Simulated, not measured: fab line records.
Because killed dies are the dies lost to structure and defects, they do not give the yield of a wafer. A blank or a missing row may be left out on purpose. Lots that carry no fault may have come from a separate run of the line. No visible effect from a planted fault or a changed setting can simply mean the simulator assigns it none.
Split-lot trial :: flow sfq-line :: 23 wafers read across 5 lots, on a route 325 steps long

== ABOUT THE SPLIT ==
At SFQ_TRILAYER_L0_VIA_LITHO_PEB_016 (peb time 60 s), the setting peb-temp-c was moved away from the recipe's 115 C on 10 of the 23 wafers read, by -2.5% to +1.6%. This setting was run at the recipe's value on the other wafers.

== BETWEEN THE SPLIT AND THE READING: the file shows 1 step in between ==
- SFQ_TRILAYER_L0_VIA_LITHO_DEVELOP_015: time 60 s

== THE READING ==
L0V.cd-nm (the simulator's own value, which no gauge read), in nm, at SFQ_TRILAYER_L0_VIA_BARC_OPEN_VIA_ETCH_021 (etches BARC in O2, target depth 125 nm, time 43.58 s). The file gives no usual value for it. The 13 wafers here that ran the recipe average 699.1 nm, standard deviation 1 nm.

wafer: L074.1
tool, chamber at the split: litho-track-03, 0
peb-temp-c as run, C: 115
against the recipe: recipe
L0V.cd-nm, nm: 699.1
against lot-mates on the recipe: -

wafer: L074.2
tool, chamber at the split: litho-track-03, 0
peb-temp-c as run, C: 115
against the recipe: recipe
L0V.cd-nm, nm: 698.5
against lot-mates on the recipe: -

wafer: L074.5
tool, chamber at the split: litho-track-03, 0
peb-temp-c as run, C: 115
against the recipe: recipe
L0V.cd-nm, nm: 699
against lot-mates on the recipe: -

wafer: L075.1
tool, chamber at the split: litho-track-01, 0
peb-temp-c as run, C: 112.9
against the recipe: -1.8%
L0V.cd-nm, nm: 657.6
against lot-mates on the recipe: -41.7

wafer: L075.2
tool, chamber at the split: litho-track-01, 0
peb-temp-c as run, C: 115
against the recipe: recipe
L0V.cd-nm, nm: 700.3
against lot-mates on the recipe: -

wafer: L075.3
tool, chamber at the split: litho-track-01, 0
peb-temp-c as run, C: 112.9
against the recipe: -1.8%
L0V.cd-nm, nm: 658.4
against lot-mates on the recipe: -40.9

wafer: L075.5
tool, chamber at the split: litho-track-01, 0
peb-temp-c as run, C: 112.9
against the recipe: -1.8%
L0V.cd-nm, nm: 659.5
against lot-mates on the recipe: -39.8

wafer: L075.6
tool, chamber at the split: litho-track-01, 0
peb-temp-c as run, C: 115
against the recipe: recipe
L0V.cd-nm, nm: 698.4
against lot-mates on the recipe: -

wafer: L079.1
tool, chamber at the split: litho-track-03, 0
peb-temp-c as run, C: 113.7
against the recipe: -1.1%
L0V.cd-nm, nm: 672.9
against lot-mates on the recipe: -25.6

wafer: L079.3
tool, chamber at the split: litho-track-03, 0
peb-temp-c as run, C: 113.7
against the recipe: -1.1%
L0V.cd-nm, nm: 675.4
against lot-mates on the recipe: -23.1

wafer: L079.4
tool, chamber at the split: litho-track-03, 0
peb-temp-c as run, C: 115
against the recipe: recipe
L0V.cd-nm, nm: 698.2
against lot-mates on the recipe: -

wafer: L079.5
tool, chamber at the split: litho-track-03, 0
peb-temp-c as run, C: 115
against the recipe: recipe
L0V.cd-nm, nm: 699.7
against lot-mates on the recipe: -

wafer: L079.6
tool, chamber at the split: litho-track-03, 0
peb-temp-c as run, C: 115
against the recipe: recipe
L0V.cd-nm, nm: 697.6
against lot-mates on the recipe: -

wafer: L080.1
tool, chamber at the split: litho-track-03, 0
peb-temp-c as run, C: 116.8
against the recipe: +1.6%
L0V.cd-nm, nm: 732.6
against lot-mates on the recipe: +33.5

wafer: L080.2
tool, chamber at the split: litho-track-03, 0
peb-temp-c as run, C: 115
against the recipe: recipe
L0V.cd-nm, nm: 698.5
against lot-mates on the recipe: -

wafer: L080.3
tool, chamber at the split: litho-track-03, 0
peb-temp-c as run, C: 115
against the recipe: recipe
L0V.cd-nm, nm: 700.1
against lot-mates on the recipe: -

wafer: L080.4
tool, chamber at the split: litho-track-03, 0
peb-temp-c as run, C: 116.8
against the recipe: +1.6%
L0V.cd-nm, nm: 730.1
against lot-mates on the recipe: +31.0

wafer: L080.5
tool, chamber at the split: litho-track-03, 0
peb-temp-c as run, C: 115
against the recipe: recipe
L0V.cd-nm, nm: 698.6
against lot-mates on the recipe: -

wafer: L082.1
tool, chamber at the split: litho-track-03, 0
peb-temp-c as run, C: 115
against the recipe: recipe
L0V.cd-nm, nm: 699.2
against lot-mates on the recipe: -

wafer: L082.2
tool, chamber at the split: litho-track-03, 0
peb-temp-c as run, C: 112.1
against the recipe: -2.5%
L0V.cd-nm, nm: 640.8
against lot-mates on the recipe: -59.6

wafer: L082.3
tool, chamber at the split: litho-track-03, 0
peb-temp-c as run, C: 115
against the recipe: recipe
L0V.cd-nm, nm: 701.5
against lot-mates on the recipe: -

wafer: L082.4
tool, chamber at the split: litho-track-03, 0
peb-temp-c as run, C: 112.1
against the recipe: -2.5%
L0V.cd-nm, nm: 642.1
against lot-mates on the recipe: -58.2

wafer: L082.6
tool, chamber at the split: litho-track-03, 0
peb-temp-c as run, C: 112.1
against the recipe: -2.5%
L0V.cd-nm, nm: 641.3
against lot-mates on the recipe: -59.1

THE FIT
A straight line over all 23 wafers: L0V.cd-nm changes by +22.2 nm for each +1% of peb-temp-c; r = +1.00; the points scatter about the line by 1.4 nm.
The same after taking each lot's own level away (the mean of its wafers on the recipe; 23 wafers): +22.5 nm for each +1%; r = +1.00; scatter 1.5 nm.
On that fit, the largest move of peb-temp-c shifts the reading by 57 nm.
From 698.50 to 700.35 nm: that is the span of the lots' own levels, equal to 1.8 times the standard deviation above.
So the lot-to-lot level changes the slope little: the two slopes agree.
Check: with one of the wafers moved furthest among these (-2.5%) left out of the fit, the line predicts -56.5 nm for it against its lot-mates. Against them it came out at -59.6 nm.

== OTHER SPLITS ON THESE WAFERS ==
Before the reading, these wafers also passed through other splits. Each is held against what the fit with the lots' levels taken away leaves over:
other split on the same wafers: SFQ_TRILAYER_L0_LITHO_COAT_005 resist-thk-nm
wafers away from the commonest value: 10
r with L0V.cd-nm (lot level and that fit taken away): -0.31

== FILE'S OWN FIT ==
L0V.cd-nm changes by +22.4 nm for each +1% of peb-temp-c, r = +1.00.
